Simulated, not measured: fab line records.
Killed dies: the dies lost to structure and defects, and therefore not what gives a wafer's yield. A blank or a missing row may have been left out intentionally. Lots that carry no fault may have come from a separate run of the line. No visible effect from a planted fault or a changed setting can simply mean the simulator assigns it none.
A lot that was struck, set against a sound lot ; flow sky130 ; 14 steps out of a route of 708
Sound: wafers L905.2, L905.4, L905.5. Wafers L904.2, L904.4, L904.6 were the ones struck. The cause comes at the end.
Per side, at each step with rows, come the tool, then ch with its chambers, and then its first start. Under that, the readings that differ: sound wafers ; struck wafers ; difference of the means ; sigmas: that difference in standard deviations of wafers without a fault.
alike: words and numbers the same on both sides, and readings whose means are apart by under 2 such deviations; not compared: readings that were withheld, readings missing a value for some wafer, numbers with overlapping values and no deviation given by the record, and bounds like >300 which may hide the same value.
A row with sigmas, a row that says differs or no value, or rows on one side alone: a step with any of these is where the two part. When numbers do not overlap yet have no deviation, they are printed without sigmas and do not part them. A reading missing from all wafers of one side parts the sides only when that side holds two or more wafers.

first, 1 step without rows for these wafers: SKY_LDD_P_DEVELOP_06 (develop time 60 s).
SKY_LDD_P_CD_MEAS_07 targets a cd of 380 nm.
  struck on cd sem-02, day 26 16:01; sound on cd sem-02, day 27 10:34
  alike: cd nm
SKY_LDD_P_OVL_MEAS_08:
  struck on overlay-02, day 26 16:07; sound on overlay-01, day 27 10:40
  alike: LDD_P_OVL
after that, 1 step had no rows for these wafers: SKY_LDD_P_IMPLANT_09.
SKY_LDD_P_STRIP_10: strips in O2/N2.
  sound on plasma asher-04 ch 0,1, day 27 10:51; struck on plasma asher-01 ch 0,1, day 26 16:18
  alike: drypump motor current A, oes product au, strip time to endpoint s
  not compared: rf hours counter h
SKY_LDD_P_TW_MEAS_11:
  struck on film metro-02, day 26 16:25; sound on film metro-04, day 27 10:58
  alike: LDD_P_TW
then, 6 steps without rows for these wafers: SKY_LDD_HVN_DEHYDRATE_00 (time 60 s); SKY_LDD_HVN_HMDS_01 (prime time 60 s); SKY_LDD_HVN_COAT_02 (resist thk 300 nm); SKY_LDD_HVN_SOFTBAKE_03 (time 60 s); SKY_LDD_HVN_EXPOSE_04 (exposes mask HVNTM, target cd 700 nm); SKY_LDD_HVN_PEB_05.
SKY_LDD_HVN_DEVELOP_06: develop time 60 s.
  struck on litho track-04, day 27 21:20; sound on litho track-01 ch 0, day 28 16:10
  no value came back on the struck wafers for chill plate temp C (C), develop time s (s); on the sound wafers chill plate temp C (C) reads 23.02 23.03 23.16
SKY_LDD_HVN_OVL_MEAS_07:
  struck on overlay-02, day 27 21:28; sound on overlay-01, day 28 16:18
reading;sound;struck;difference;sigmas
LDD_HVN_OVL (nm);-1.2 -0.8 -1.2;- - -;no value on the struck wafers;

== WHERE THEY PART ==
First at SKY_LDD_HVN_DEVELOP_06; last, within this record, at SKY_LDD_HVN_OVL_MEAS_07.

WHY: what the simulator had put in
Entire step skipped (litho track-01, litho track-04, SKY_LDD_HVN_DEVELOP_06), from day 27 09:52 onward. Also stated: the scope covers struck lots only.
